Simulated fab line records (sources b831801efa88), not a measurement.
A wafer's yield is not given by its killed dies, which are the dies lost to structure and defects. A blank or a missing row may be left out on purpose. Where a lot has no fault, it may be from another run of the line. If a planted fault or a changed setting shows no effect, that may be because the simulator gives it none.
fab line records    flow gf180mcu
[record] lots = 24  wafers = 72  last-day = 34
route steps=602 shown V2@406 V3@451 V4@480 TOP_METAL@584
lots that met no fault: taken from a fault-free run of the same line
start-h: hours from the record's opening day to when the first of the lot's shown wafers began    wait-h: how many hours have passed since the lot's step before this one    " as in the row above    L1.1+2: several wafers, shown together as one row    - value missing, or start not given    * or withheld: withheld    < > ~ a bound
route shown NAME@n: NAME is a module with steps in the file, n the number in the route of the first one    usual: average and standard deviation across the fault-free wafers    same: alike in all rows    chamber/n: place in a boat    sites: each site's reading    _std_site: their standard deviation    _edge_site: the outer-site mean with the inner-site mean subtracted    radius-mm: how far each site lies from the wafer's centre    mask NAME#n: copy n    behind: the tool/chamber that last shaped the wafer    hold: reason for holding the lot/hours on hold/outcome of the hold    device: the transistor (n, p or np) that didn't switch    end of line: tests run on the same wafers once the route is complete    step lacking rows: just its recipe    killed: at the first sort, the dies lost to defects and structure; wafer yield is something else    map: a wafer's dies, marking killed ones x, the rest . and places with no die _
set.NAME: the setting as run; set.NAME@STEP: as run at that earlier step    model.NAME: the simulator's own value behind a step, which no gauge read
route steps across a sampled set of lots; one table per step, one row per wafer
services: from which hour (start-h, from the record's first day; less than 0 if before it) a tool's chamber was out of use, for how many hours, and why
[[steps]]
[step GF_V2_RS_MEAS_24]
[recipe] thk-meas-gauge = four-point-probe  reads = W_of_V2_CVD_23+TiN_of_V2_SPUTTER_22+Ti_of_V2_SPUTTER_21
[usual] V2_W_RS = 0.325/0.0046
lot.wafer  tool           chamber  start-h  wait-h  V2_W_RS[ohm/sq]
L074.3     film-metro-04  -        469.55   0.1     0.330
L074.5     "              -        "        "       0.331
L074.6     "              -        "        "       0.327
L075.1     film-metro-01  -        483.16   0.1     0.334
L075.2     "              -        "        "       0.320
L075.3     "              -        "        "       0.317
L076.1     film-metro-04  -        495.27   0.1     0.319
L076.2     "              -        "        "       0.326
L076.3     "              -        "        "       0.330
L077.1     film-metro-02  -        508.55   0.1     0.333
L077.5     "              -        "        "       0.331
L077.6     "              -        "        "       0.320
L078.1     film-metro-01  -        510.42   0.1     0.326
L078.2     "              -        "        "       0.329
L078.4     "              -        "        "       0.334
L079.1     film-metro-04  -        514.41   0.1     0.328
L079.4     "              -        "        "       0.324
L079.6     "              -        "        "       0.319
L080.3     film-metro-01  -        525.40   0.1     0.325
L080.5     "              -        "        "       0.320
L080.6     "              -        "        "       0.329
L082.1     film-metro-01  -        535.91   0.1     0.326
L082.5     "              -        "        "       0.326
L082.6     "              -        "        "       0.324
L081.1     film-metro-02  -        536.26   0.1     0.319
L081.2     "              -        "        "       0.325
L081.6     "              -        "        "       0.330
L084.1     film-metro-02  -        555.26   0.1     0.328
L084.2     "              -        "        "       0.321
L084.4     "              -        "        "       0.317
L083.3     film-metro-01  -        555.68   0.1     0.323
L083.4     "              -        "        "       0.325
L083.5     "              -        "        "       0.323
L085.2     film-metro-04  -        564.61   0.1     0.334
L085.3     "              -        "        "       0.330
L085.5     "              -        "        "       0.321
L086.1     film-metro-02  -        573.84   0.1     0.326
L086.2     "              -        "        "       0.324
L086.4     "              -        "        "       0.318
L087.4     film-metro-01  -        576.38   0.1     0.326
L087.5     "              -        "        "       0.339
L087.6     "              -        "        "       0.326
L088.1     film-metro-04  -        584.08   0.1     0.320
L088.3     "              -        "        "       0.315
L088.5     "              -        "        "       0.316
L089.2     film-metro-04  -        593.16   0.1     0.329
L089.5     "              -        "        "       0.329
L089.6     "              -        "        "       0.321
L090.4     film-metro-02  -        604.34   0.1     0.328
L090.5     "              -        "        "       0.319
L090.6     "              -        "        "       0.325
L091.1     film-metro-04  -        610.83   0.1     0.316
L091.4     "              -        "        "       0.317
L091.5     "              -        "        "       0.322
L092.2     film-metro-01  -        612.28   0.1     0.330
L092.4     "              -        "        "       0.330
L092.5     "              -        "        "       0.320
L093.4     film-metro-04  -        622.86   0.1     0.327
L093.5     "              -        "        "       0.323
L093.6     "              -        "        "       0.327
L094.1     film-metro-02  -        630.06   0.1     0.327
L094.5     "              -        "        "       0.325
L094.6     "              -        "        "       0.321
L095.3     film-metro-04  -        630.45   0.1     0.334
L095.5     "              -        "        "       0.327
L095.6     "              -        "        "       0.317
L096.1     film-metro-02  -        633.85   0.2     0.322
L096.3     "              -        "        "       0.327
L096.5     "              -        "        "       0.323
L097.4     film-metro-02  -        635.51   0.1     0.326
L097.5     "              -        "        "       0.322
L097.6     "              -        "        "       0.321
[step GF_V3_SPUTTER_22]
[recipe] material = TiN  target-thk-nm = 10  chamber-pressure-pa = 5  power-w = 4000  time-s = 40
[usual] throttle-valve-pct = 29.5/0.84
lot.wafer  tool            chamber  start-h  wait-h  throttle-valve-pct
L074.3     pvd-sputter-01  -        519.73   0.0     29.7
L074.5     "               -        "        "       30.6
L074.6     "               -        "        "       29.8
L075.1     pvd-sputter-03  -        531.91   0.0     28.9
L075.2     "               -        "        "       29.3
L075.3     "               -        "        "       30.1
L076.1     pvd-sputter-03  -        544.45   0.0     28.9
L076.2     "               -        "        "       29.5
L076.3     "               -        "        "       30.4
L077.1     pvd-sputter-03  -        556.23   0.0     29.8
L077.5     "               -        "        "       30.1
L077.6     "               -        "        "       29.2
L078.1     pvd-sputter-04  -        558.71   0.0     30.0
L078.2     "               -        "        "       28.9
L078.4     "               -        "        "       28.6
L079.1     pvd-sputter-01  -        562.61   0.0     29.9
L079.4     "               -        "        "       29.2
L079.6     "               -        "        "       30.2
L080.3     pvd-sputter-04  -        572.26   0.0     28.9
L080.5     "               -        "        "       28.9
L080.6     "               -        "        "       29.6
L082.1     pvd-sputter-01  -        583.09   0.0     31.6
L082.5     "               -        "        "       30.1
L082.6     "               -        "        "       31.4
L081.1     pvd-sputter-03  -        583.58   0.0     28.8
L081.2     "               -        "        "       29.8
L081.6     "               -        "        "       29.4
L084.1     pvd-sputter-03  -        600.90   0.0     28.9
L084.2     "               -        "        "       29.1
L084.4     "               -        "        "       29.4
L083.3     pvd-sputter-01  -        602.42   0.0     31.5
L083.4     "               -        "        "       29.0
L083.5     "               -        "        "       31.6
L085.2     pvd-sputter-04  -        609.78   0.0     29.1
L085.3     "               -        "        "       30.0
L085.5     "               -        "        "       28.5
L086.1     pvd-sputter-04  -        619.67   0.0     28.9
L086.2     "               -        "        "       28.5
L086.4     "               -        "        "       30.2
L087.4     pvd-sputter-04  -        620.62   0.0     30.0
L087.5     "               -        "        "       29.8
L087.6     "               -        "        "       28.9
L088.1     pvd-sputter-03  -        628.44   0.0     30.3
L088.3     "               -        "        "       29.1
L088.5     "               -        "        "       29.3
L089.2     pvd-sputter-03  -        637.08   0.0     29.5
L089.5     "               -        "        "       28.9
L089.6     "               -        "        "       29.0
L090.4     pvd-sputter-03  -        647.55   0.0     30.1
L090.5     "               -        "        "       30.1
L090.6     "               -        "        "       29.0
L091.1     pvd-sputter-04  -        653.58   0.0     28.3
L091.4     "               -        "        "       28.5
L091.5     "               -        "        "       30.3
L092.2     pvd-sputter-01  -        654.57   0.1     29.2
L092.4     "               -        "        "       31.6
L092.5     "               -        "        "       31.7
L093.4     pvd-sputter-04  -        665.15   0.0     28.2
L093.5     "               -        "        "       28.7
L093.6     "               -        "        "       29.9
L094.1     pvd-sputter-03  -        672.00   0.0     29.6
L094.5     "               -        "        "       28.9
L094.6     "               -        "        "       30.0
L095.3     pvd-sputter-04  -        672.36   0.0     29.0
L095.5     "               -        "        "       28.8
L095.6     "               -        "        "       29.8
L096.1     pvd-sputter-01  -        675.88   0.0     30.0
L096.3     "               -        "        "       28.9
L096.5     "               -        "        "       30.7
L097.4     pvd-sputter-01  -        677.64   0.0     29.8
L097.5     "               -        "        "       30.7
L097.6     "               -        "        "       30.0
[step GF_V4_CMP_04]
[recipe] material = SiO2  down-force-psi = 4  platen-rpm = 60  pad-velocity-m-s = 0.94248
[usual] motor-current-A = 11.8/1.2  time-to-endpoint-s = 81/5
lot.wafer  tool    chamber  start-h  wait-h  motor-current-A  time-to-endpoint-s
L074.3     cmp-01  0        544.54   0.1     11.1             72
L074.5     "       3        "        "       11.7             81
L074.6     "       0        "        "       10.8             84
L075.3     cmp-02  2        556.44   0.0     13.5             85
L075.1     "       3        "        "       9.7              89
L075.2     "       0        "        "       12.3             89
L076.3     cmp-02  2        568.84   0.0     13.3             86
L076.2     "       3        "        "       9.7              82
L076.1     "       1        "        "       11.1             78
L077.1     cmp-02  3        580.83   0.1     9.6              90
L077.6     "       1        "        "       11.3             83
L077.5     "       2        "        "       12.8             87
L078.1     cmp-02  0        582.44   0.2     11.9             75
L078.2     "       2        "        "       13.4             79
L078.4     "       3        "        "       10.1             88
L079.4     cmp-02  2        586.49   0.1     13.1             90
L079.1     "       3        "        "       10.0             88
L079.6     "       1        "        "       11.4             87
L080.3     cmp-01  3        595.28   0.1     11.4             74
L080.6     "       1        "        "       11.6             81
L080.5     "       2        "        "       13.9             81
L082.1     cmp-02  0        606.07   0.1     11.8             85
L082.6     "       2        "        "       12.9             87
L082.5     "       3        "        "       10.7             86
L081.2     cmp-01  2        606.11   0.0     13.2             79
L081.1     "       3        "        "       11.3             79
L081.6     "       3        "        "       11.9             90
L084.2     cmp-02  3        623.22   0.0     9.9              83
L084.1     "       0        "        "       12.0             84
L084.4     "       1        "        "       11.3             82
L083.4     cmp-01  2        625.48   0.1     13.2             85
L083.3     "       0        "        "       10.6             75
L083.5     "       2        "        "       13.7             85
L085.3     cmp-02  1        631.16   0.0     11.5             76
L085.2     "       0        "        "       11.8             76
L085.5     "       2        "        "       14.0             82
L086.4     cmp-02  1        641.41   0.0     10.9             78
L086.2     "       3        "        "       10.2             84
L086.1     "       0        "        "       12.4             76
L087.4     cmp-01  3        643.36   0.2     11.5             86
L087.6     "       0        "        "       10.6             82
L087.5     "       1        "        "       12.0             82
L088.1     cmp-01  1        650.66   0.1     11.2             78
L088.3     "       2        "        "       13.7             80
L088.5     "       0        "        "       10.6             84
L089.2     cmp-01  3        658.33   0.1     11.2             78
L089.6     "       1        "        "       10.7             75
L089.5     "       2        "        "       12.7             87
L090.4     cmp-02  2        669.25   0.0     12.8             85
L090.6     "       2        "        "       12.8             83
L090.5     "       3        "        "       9.4              87
L091.4     cmp-02  3        674.51   0.0     10.3             90
L091.1     "       0        "        "       12.4             79
L091.5     "       0        "        "       13.1             83
L092.4     cmp-01  3        675.78   0.1     11.3             83
L092.2     "       1        "        "       11.8             78
L092.5     "       2        "        "       13.4             86
L093.4     cmp-02  2        685.93   0.1     13.4             85
L093.6     "       0        "        "       12.6             78
L093.5     "       1        "        "       11.0             77
L095.3     cmp-01  1        693.78   0.0     11.2             78
L095.5     "       1        "        "       11.7             75
L095.6     "       2        "        "       13.9             78
L094.1     cmp-02  3        693.86   0.2     10.1             82
L094.5     "       1        "        "       11.7             83
L094.6     "       2        "        "       13.0             82
L096.3     cmp-02  2        696.88   0.1     13.3             79
L096.1     "       3        "        "       10.2             86
L096.5     "       3        "        "       10.3             88
L097.4     cmp-02  3        698.06   0.0     9.8              88
L097.6     "       3        "        "       9.7              92
L097.5     "       0        "        "       12.7             89
[step GF_V4_OVL_MEAS_15]
[usual] V4_OVL = 3/4.6
lot.wafer  tool        chamber  start-h  wait-h  V4_OVL[nm]
L074.3     overlay-01  -        566.91   0.1     2
L074.5     "           -        "        "       2
L074.6     "           -        "        "       3
L075.1     overlay-01  -        578.75   0.1     3
L075.2     "           -        "        "       6
L075.3     "           -        "        "       9
L076.1     overlay-02  -        590.20   0.1     4
L076.2     "           -        "        "       -6
L076.3     "           -        "        "       -1
L077.1     overlay-02  -        601.95   0.1     1
L077.5     "           -        "        "       4
L077.6     "           -        "        "       -1
L078.1     overlay-01  -        603.90   0.1     4
L078.2     "           -        "        "       12
L078.4     "           -        "        "       -2
L079.1     overlay-01  -        608.25   0.1     3
L079.4     "           -        "        "       5
L079.6     "           -        "        "       3
L080.3     overlay-01  -        616.06   0.1     0
L080.5     "           -        "        "       1
L080.6     "           -        "        "       5
L082.1     overlay-02  -        626.65   0.1     3
L082.5     "           -        "        "       4
L082.6     "           -        "        "       8
L081.1     overlay-01  -        627.00   0.1     6
L081.2     "           -        "        "       4
L081.6     "           -        "        "       8
L084.1     overlay-02  -        643.35   0.1     5
L084.2     "           -        "        "       8
L084.4     "           -        "        "       4
L083.3     overlay-02  -        646.11   0.1     3
L083.4     "           -        "        "       6
L083.5     "           -        "        "       3
L085.2     overlay-02  -        651.46   0.1     -3
L085.3     "           -        "        "       0
L085.5     "           -        "        "       -2
L086.1     overlay-01  -        661.00   0.1     -4
L086.2     "           -        "        "       -5
L086.4     "           -        "        "       -5
L087.4     overlay-01  -        663.22   0.1     5
L087.5     "           -        "        "       2
L087.6     "           -        "        "       7
L088.1     overlay-02  -        670.22   0.1     -1
L088.3     "           -        "        "       2
L088.5     "           -        "        "       0
L089.2     overlay-02  -        677.70   0.1     2
L089.5     "           -        "        "       7
L089.6     "           -        "        "       12
L090.4     overlay-02  -        688.47   0.1     1
L090.5     "           -        "        "       7
L090.6     "           -        "        "       3
L091.1     overlay-02  -        694.40   0.1     10
L091.4     "           -        "        "       6
L091.5     "           -        "        "       0
L092.2     overlay-02  -        695.40   0.1     4
L092.4     "           -        "        "       9
L092.5     "           -        "        "       10
L093.4     overlay-02  -        705.42   0.1     -7
L093.5     "           -        "        "       -3
L093.6     "           -        "        "       -6
L095.3     overlay-01  -        712.71   0.1     7
L095.5     "           -        "        "       -3
L095.6     "           -        "        "       -4
L094.1     overlay-01  -        713.14   0.1     -4
L094.5     "           -        "        "       3
L094.6     "           -        "        "       -7
L096.1     overlay-01  -        715.65   0.1     9
L096.3     "           -        "        "       9
L096.5     "           -        "        "       3
L097.4     overlay-02  -        717.21   0.1     2
L097.5     "           -        "        "       -1
L097.6     "           -        "        "       4
[step GF_V4_THK_MEAS_25]
[recipe] thk-meas-gauge = xrf  reads = W_of_V4_CVD_23
[usual] V4_W_THK = 354/4
lot.wafer  tool           chamber  start-h  wait-h  V4_W_THK[nm]
L074.3     film-metro-04  -        567.95   0.1     350
L074.5     "              -        "        "       350
L074.6     "              -        "        "       360
L075.1     film-metro-01  -        579.79   0.1     356
L075.2     "              -        "        "       344
L075.3     "              -        "        "       358
L076.1     film-metro-04  -        591.26   0.1     359
L076.2     "              -        "        "       353
L076.3     "              -        "        "       356
L077.1     film-metro-02  -        602.99   0.1     354
L077.5     "              -        "        "       354
L077.6     "              -        "        "       358
L078.1     film-metro-02  -        604.98   0.1     349
L078.2     "              -        "        "       356
L078.4     "              -        "        "       350
L079.1     film-metro-04  -        609.32   0.1     351
L079.4     "              -        "        "       360
L079.6     "              -        "        "       360
L080.3     film-metro-04  -        617.44   0.1     351
L080.5     "              -        "        "       356
L080.6     "              -        "        "       349
L082.1     film-metro-02  -        627.68   0.1     358
L082.5     "              -        "        "       356
L082.6     "              -        "        "       356
L081.1     film-metro-04  -        628.03   0.1     354
L081.2     "              -        "        "       358
L081.6     "              -        "        "       355
L084.1     film-metro-01  -        644.46   0.1     346
L084.2     "              -        "        "       352
L084.4     "              -        "        "       351
L083.3     film-metro-01  -        647.15   0.1     345
L083.4     "              -        "        "       347
L083.5     "              -        "        "       350
L085.2     film-metro-02  -        652.60   0.1     361
L085.3     "              -        "        "       357
L085.5     "              -        "        "       357
L086.1     film-metro-04  -        662.67   0.1     358
L086.2     "              -        "        "       355
L086.4     "              -        "        "       355
L087.4     film-metro-02  -        664.80   0.1     357
L087.5     "              -        "        "       356
L087.6     "              -        "        "       356
L088.1     film-metro-01  -        671.37   0.1     355
L088.3     "              -        "        "       353
L088.5     "              -        "        "       353
L089.2     film-metro-01  -        678.85   0.1     353
L089.5     "              -        "        "       349
L089.6     "              -        "        "       357
L090.4     film-metro-01  -        689.51   0.1     351
L090.5     "              -        "        "       351
L090.6     "              -        "        "       350
L091.1     film-metro-01  -        695.43   0.1     350
L091.4     "              -        "        "       352
L091.5     "              -        "        "       353
L092.2     film-metro-01  -        696.50   0.1     360
L092.4     "              -        "        "       364
L092.5     "              -        "        "       354
L093.4     film-metro-02  -        706.46   0.1     357
L093.5     "              -        "        "       359
L093.6     "              -        "        "       358
L095.3     film-metro-04  -        713.79   0.1     352
L095.5     "              -        "        "       356
L095.6     "              -        "        "       353
L094.1     film-metro-02  -        714.21   0.1     353
L094.5     "              -        "        "       352
L094.6     "              -        "        "       348
L096.1     film-metro-01  -        716.73   0.1     352
L096.3     "              -        "        "       351
L096.5     "              -        "        "       355
L097.4     film-metro-02  -        718.32   0.1     357
L097.5     "              -        "        "       358
L097.6     "              -        "        "       356
[step GF_TOP_METAL_STRIP_17]
[recipe] chemistry = O2/N2  power-w = 1400  pressure-mtorr = 1500  platen-temp-c = 250  o2-flow-sccm = 3000  n2-flow-sccm = 300  overash-fraction = 0.5
[usual] chamber-pressure-mTorr = 1500.1/1.2  drypump-motor-current-A = 5.50/0.2  heater-power-w = 340/26  oes-product-au = 0.710/0.0044  strip-time-to-endpoint-s = 12.92/0.11
lot.wafer  tool             chamber  start-h  wait-h  chamber-pressure-mTorr  drypump-motor-current-A  heater-power-w  oes-product-au  rf-hours-counter-h  strip-time-to-endpoint-s
L074.3     plasma-asher-02  1        655.56   0.1     1501.8                  5.41                     352             0.716           -                   12.88
L074.5     "                0        "        "       1500.9                  5.18                     330             0.707           -                   12.98
L074.6     "                1        "        "       1498.0                  5.39                     353             0.705           -                   12.98
L075.1     plasma-asher-02  0        666.28   0.1     1501.2                  5.19                     340             0.711           57                  13.04
L075.2     "                1        "        "       1499.4                  5.41                     350             0.712           57                  12.91
L075.3     "                0        "        "       1498.5                  5.15                     324             0.712           -                   12.94
L076.1     plasma-asher-04  0        676.27   0.1     1501.9                  5.71                     369             0.708           90                  13.20
L076.2     "                1        "        "       1499.3                  5.39                     306             0.710           90                  12.96
L076.3     "                0        "        "       1500.1                  5.65                     358             0.709           -                   13.25
L077.1     plasma-asher-04  1        686.73   0.1     1499.9                  5.43                     299             0.709           91                  12.92
L077.5     "                0        "        "       1498.7                  5.69                     361             0.707           -                   12.85
L077.6     "                1        "        "       1501.7                  5.39                     306             0.719           -                   13.17
L078.1     plasma-asher-01  1        688.33   0.1     1500.0                  5.39                     321             0.713           108                 12.81
L078.2     "                0        "        "       1502.3                  5.80                     371             0.713           108                 12.99
L078.4     "                0        "        "       1501.1                  5.80                     369             0.712           -                   12.95
L079.1     plasma-asher-01  0        692.17   0.1     1499.6                  5.78                     366             0.716           109                 13.00
L079.4     "                1        "        "       1501.0                  5.41                     342             0.707           -                   12.97
L079.6     "                1        "        "       1500.5                  5.40                     330             0.713           -                   12.93
L080.3     plasma-asher-02  1        699.80   0.2     1501.1                  5.42                     365             0.712           -                   13.04
L080.5     "                0        "        "       1498.6                  5.19                     328             0.720           -                   13.06
L080.6     "                1        "        "       1498.9                  5.40                     354             0.705           -                   13.14
L082.1     plasma-asher-02  0        709.71   0.3     1499.9                  5.15                     325             0.712           62                  12.83
L082.5     "                1        "        "       1499.2                  5.41                     350             0.708           -                   12.79
L082.6     "                0        "        "       1500.8                  5.16                     326             0.715           -                   12.79
L081.1     plasma-asher-01  0        710.48   0.1     1497.9                  5.77                     368             0.715           111                 12.85
L081.2     "                1        "        "       1498.8                  5.40                     323             0.704           111                 12.77
L081.6     "                1        "        "       1498.3                  5.39                     325             0.705           -                   12.78
L084.1     plasma-asher-01  0        725.72   0.3     1500.2                  5.81                     366             0.710           112                 12.85
L084.2     "                1        "        "       1499.5                  5.41                     320             0.706           112                 12.88
L084.4     "                0        "        "       1498.9                  5.78                     366             0.709           -                   12.79
L083.3     plasma-asher-04  0        727.00   0.2     1500.0                  5.71                     375             0.707           -                   12.77
L083.4     "                1        "        "       1501.4                  5.41                     298             0.713           -                   12.78
L083.5     "                1        "        "       1499.2                  5.40                     294             0.714           -                   12.86
L085.2     plasma-asher-04  1        733.67   0.1     1501.4                  5.39                     298             0.715           96                  12.94
L085.3     "                1        "        "       1500.9                  5.39                     300             0.710           -                   13.13
L085.5     "                1        "        "       1501.5                  5.40                     306             0.716           -                   12.96
L086.1     plasma-asher-04  0        741.81   0.3     1499.4                  5.70                     359             0.712           97                  12.80
L086.2     "                1        "        "       1499.4                  5.40                     305             0.710           97                  12.81
L086.4     "                1        "        "       1498.5                  5.39                     292             0.715           -                   12.81
L087.4     plasma-asher-04  1        742.36   0.1     1498.5                  5.42                     289             0.714           -                   12.88
L087.5     "                1        "        "       1499.5                  5.39                     292             0.708           -                   12.99
L087.6     "                0        "        "       1500.9                  5.70                     371             0.710           -                   12.89
L088.1     plasma-asher-04  1        748.51   0.3     1500.4                  5.44                     300             0.705           98                  12.94
L088.3     "                1        "        "       1500.5                  5.41                     296             0.707           -                   12.91
L088.5     "                1        "        "       1498.4                  5.40                     308             0.713           -                   12.85
L089.2     plasma-asher-02  0        754.57   0.3     1500.1                  5.17                     325             0.708           67                  12.90
L089.5     "                1        "        "       1498.3                  5.42                     359             0.714           -                   12.86
L089.6     "                0        "        "       1499.8                  5.17                     324             0.717           -                   12.90
L090.4     plasma-asher-01  1        765.62   0.2     1501.1                  5.39                     332             0.713           -                   12.91
L090.5     "                0        "        "       1499.3                  5.78                     370             0.712           -                   12.90
L090.6     "                1        "        "       1500.5                  5.40                     323             0.703           -                   12.87
L091.1     plasma-asher-01  0        770.24   0.4     1499.2                  5.79                     359             0.707           3                   12.79
L091.4     "                1        "        "       1500.9                  5.39                     327             0.702           -                   12.78
L091.5     "                1        "        "       1500.4                  5.39                     334             0.708           -                   12.76
L092.2     plasma-asher-01  1        770.87   0.1     1499.9                  5.40                     328             0.707           3                   13.05
L092.4     "                1        "        "       1500.4                  5.40                     331             0.707           -                   12.93
L092.5     "                0        "        "       1500.1                  5.78                     361             0.708           -                   12.97
L093.4     plasma-asher-04  0        778.87   0.1     1500.8                  5.65                     370             0.704           -                   12.89
L093.5     "                1        "        "       1501.2                  5.38                     301             0.710           -                   12.86
L093.6     "                0        "        "       1502.3                  5.69                     362             0.707           -                   12.92
L095.3     plasma-asher-04  0        785.35   0.2     1499.5                  5.65                     372             0.713           -                   12.87
L095.5     "                1        "        "       1501.8                  5.43                     302             0.708           -                   12.93
L095.6     "                0        "        "       1498.8                  5.66                     364             0.702           -                   12.86
L094.1     plasma-asher-01  1        786.36   0.3     1500.0                  5.39                     330             0.707           5                   12.97
L094.5     "                1        "        "       1501.7                  5.39                     336             0.707           -                   12.94
L094.6     "                0        "        "       1498.4                  5.77                     366             0.719           -                   12.93
L096.1     plasma-asher-02  0        788.67   0.1     1500.4                  5.17                     326             0.710           70                  13.09
L096.3     "                1        "        "       1502.5                  5.41                     363             0.708           -                   13.06
L096.5     "                0        "        "       1499.6                  5.19                     336             0.709           -                   12.92
L097.4     plasma-asher-04  0        790.76   0.1     1501.3                  5.66                     364             0.716           -                   12.81
L097.5     "                1        "        "       1499.4                  5.40                     300             0.709           -                   12.83
L097.6     "                0        "        "       1499.0                  5.71                     366             0.710           -                   13.05
[[services]]
tool             chamber  start-h  hours  kind
cmp-02           -        495.87   0.3    repair
cmp-01           -        562.56   1.8    repair
cmp-01           -        582.82   4.0    pm
cmp-01           -        586.82   -      consumable-replace:conditioner
cmp-01           -        586.82   -      consumable-replace:pad
plasma-asher-01  -        608.32   13.2   repair
cmp-01           -        609.71   4.5    pm
plasma-asher-02  -        615.73   1.1    repair
cmp-02           -        624.23   3.9    pm
plasma-asher-02  -        626.29   3.5    repair
cmp-02           -        642.88   2.6    repair
plasma-asher-01  -        647.62   0.8    repair
plasma-asher-01  -        662.06   9.7    repair
pvd-sputter-04   -        675.04   2.7    repair
pvd-sputter-04   -        691.29   7.7    repair
plasma-asher-01  -        711.50   2.8    pm
plasma-asher-01  -        733.75   9.0    pm
pvd-sputter-01   -        735.85   3.0    repair
cmp-02           -        745.26   5.2    repair
cmp-02           -        750.43   4.0    pm
cmp-02           -        754.43   -      consumable-replace:conditioner
cmp-02           -        754.43   -      consumable-replace:pad
cmp-02           -        760.90   0.5    repair
pvd-sputter-04   -        782.85   1.9    repair
[[key]]
fault none
